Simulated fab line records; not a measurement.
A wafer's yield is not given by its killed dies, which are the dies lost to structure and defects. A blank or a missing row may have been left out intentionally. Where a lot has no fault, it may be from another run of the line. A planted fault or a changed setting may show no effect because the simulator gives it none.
A struck lot beside a sound one    flow sky130    23 out of 708 route steps
Sound: the wafers L746.2, L746.3, L746.4. Struck: wafer L734.5 (left out: L734.4, L734.6 of the same lot, which were not struck); the cause appears at the end.
At each step with rows: each side's tool, then ch and its chambers, then its first start. Under that, the readings that differ: sound wafers    struck wafers    difference of the means    sigmas: that difference in standard deviations of wafers without a fault.
alike: a reading whose means differ by less than 2 such deviations, as well as words and numbers matching on both sides. not compared: withheld readings; readings where some wafer has no value; bounds like >300 that might hide an equal value; numbers whose values overlap and for which the record gives no deviation.
The two part at a step that has a row with sigmas, a row that says differs or no value, or rows on one side only. Numbers that don't overlap but have no deviation are shown without sigmas and don't part them. A reading that every wafer of one side lacks parts them only if that side has two wafers or more.

first, 1 step without rows for these wafers: SKY_CAP2M_DEVELOP_11 (develop time 60 s).
SKY_CAP2M_OVL_MEAS_12:
  sound: overlay-01 at day 46 02:55; struck: overlay-01 at day 43 02:56
  alike: CAP2M_OVL
SKY_CAP2M_METAL_ETCH_13: etches TiN in Cl2/BCl3, stops on SiO2, target depth 220 nm, time 62.9 s.
  sound on rie_metal-04 ch 0,1, day 46 02:57; struck on rie_metal-04 ch 1, day 43 02:59
  alike: bias_w, drypump_motor_current_A, oes_product_au, throttle_valve_pct
  not compared: rf_hours_counter_h
SKY_CAP2M_STRIP_14: strips in O2/N2.
  sound on plasma_asher-03 ch 0,1, day 46 03:02; struck on plasma_asher-03 ch 0, day 43 03:04
  alike: drypump_motor_current_A, oes_product_au, strip_time_to_endpoint_s
  not compared: rf_hours_counter_h
then, 8 steps without rows for these wafers: SKY_CAP2M_STRIP_15 (strips in post etch residue remover, time 1200 s); SKY_CAP2M_CLEAN_16 (cleans in IPA, time 180 s); SKY_CAP2M_CLEAN_17 (cleans in O3/DIW); SKY_METAL4_DEHYDRATE_05 (time 60 s); SKY_METAL4_HMDS_06 (prime time 60 s); SKY_METAL4_COAT_07 (resist thk 60 nm); SKY_METAL4_COAT_08 (resist thk 1140 nm); SKY_METAL4_SOFTBAKE_09 (time 90 s).
SKY_METAL4_EXPOSE_10: exposes mask MM4, target cd 300 nm.
  sound on krf_scanner-02 ch 0, day 46 14:01; struck on krf_scanner-02 ch 0, day 43 15:38
  alike: mask, stage_vel_mm_s
then, 2 steps without rows for these wafers: SKY_METAL4_PEB_11; SKY_METAL4_DEVELOP_12 (develop time 60 s).
SKY_METAL4_CD_MEAS_13: target cd 300 nm.
  sound: cd_sem-02 at day 46 23:56; struck: cd_sem-02 at day 44 02:28
reading     sound              struck  difference  sigmas
cd_nm (nm)  301.3 302.4 302.3  274.6   -27.4       -17
SKY_METAL4_OVL_MEAS_14:
  sound: overlay-01 at day 47 00:02; struck: overlay-01 at day 44 02:33
  alike: METAL4_OVL
SKY_METAL4_DESCUM_15: chemistry O2, time 8 s.
  sound on rie_metal-03 ch 0,1, day 47 00:04; struck on rie_metal-03 ch 0, day 44 02:35
reading                  sound            struck  difference  sigmas
model.METAL4.cd_nm (nm)  302.1 303 303.6  275.1   -27.8       
  alike: drypump_motor_current_A, oes_product_au
  not compared: rf_hours_counter_h
SKY_METAL4_ETCH_16: etches BARC in N2/H2, stops on SiO2, time 88.2 s, target depth 60 nm.
  sound on rie_metal-03 ch 0,1, day 47 00:07; struck on rie_metal-03 ch 0, day 44 02:38
  alike: bias_w, drypump_motor_current_A, oes_product_au, throttle_valve_pct
  not compared: rf_hours_counter_h
SKY_METAL4_ETCH_17: etches SiO2 in C4F8/O2/Ar, stops on TiN, time 3.9 s, target depth 15 nm.
  sound on rie_diel-04 ch 0,2,3, day 47 00:12; struck on rie_diel-02 ch 1, day 44 02:42
  alike: bias_w, oes_product_au
  not compared: rf_hours_counter_h
SKY_METAL4_METAL_ETCH_18: etches the open film in Cl2/BCl3, stops on SiO2, target depth 845 nm, time 183.1 s.
  sound on rie_metal-01 ch 0,1, day 47 00:13; struck on rie_metal-04 ch 0, day 44 02:47
reading                  sound            struck  difference  sigmas
model.METAL4.cd_nm (nm)  310.6 306.8 292  270.1   -33.0       
  alike: bias_w, drypump_motor_current_A, oes_product_au, throttle_valve_pct
  not compared: rf_hours_counter_h
SKY_METAL4_STRIP_19: strips in O2/N2.
  sound on plasma_asher-01 ch 0,1, day 47 00:24; struck on plasma_asher-02 ch 0, day 44 02:56
reading                       sound           struck  difference  sigmas
strip_time_to_endpoint_s (s)  6.52 6.48 6.64  6.32    -0.23       -3
  alike: drypump_motor_current_A, oes_product_au
  not compared: rf_hours_counter_h
-- the record jumps here: 4 days lie between the struck wafers' starts before and after (it left off in module METAL4 and takes up again in module PAD_OPEN, whose first step shown is number 708 of the route) --
SKY_PAD_OPEN_PROBE_99:
  sound: prober-01 at day 50 07:41; struck: prober-02 at day 47 21:17
reading                         sound                 struck  difference  sigmas
killed_at_contacts              31 30 20              15      -12         -2
killed_at_front_end             14 12 12              21      +8          +2
model.etest.met4.width_nm (nm)  309.3 305.2 292.4     268.8   -33.5       
model.etest.met4.line_ohm_um    0.1367 0.1411 0.1444  0.1609  +0.0202     
  alike: defect_limited_yield, killed_at_M0_to_M3, killed_at_M4_up, killed_at_other, killed_dies, killed_open, killed_short, sort_bin_3_pad_short, sort_bin_5_function, sort_bin_6_memory, sort_n_pass, sort_yield_pct

## WHERE THEY PART
At SKY_METAL4_CD_MEAS_13 first; at SKY_PAD_OPEN_PROBE_99 last (within this record only).

WHY: what the simulator had put in
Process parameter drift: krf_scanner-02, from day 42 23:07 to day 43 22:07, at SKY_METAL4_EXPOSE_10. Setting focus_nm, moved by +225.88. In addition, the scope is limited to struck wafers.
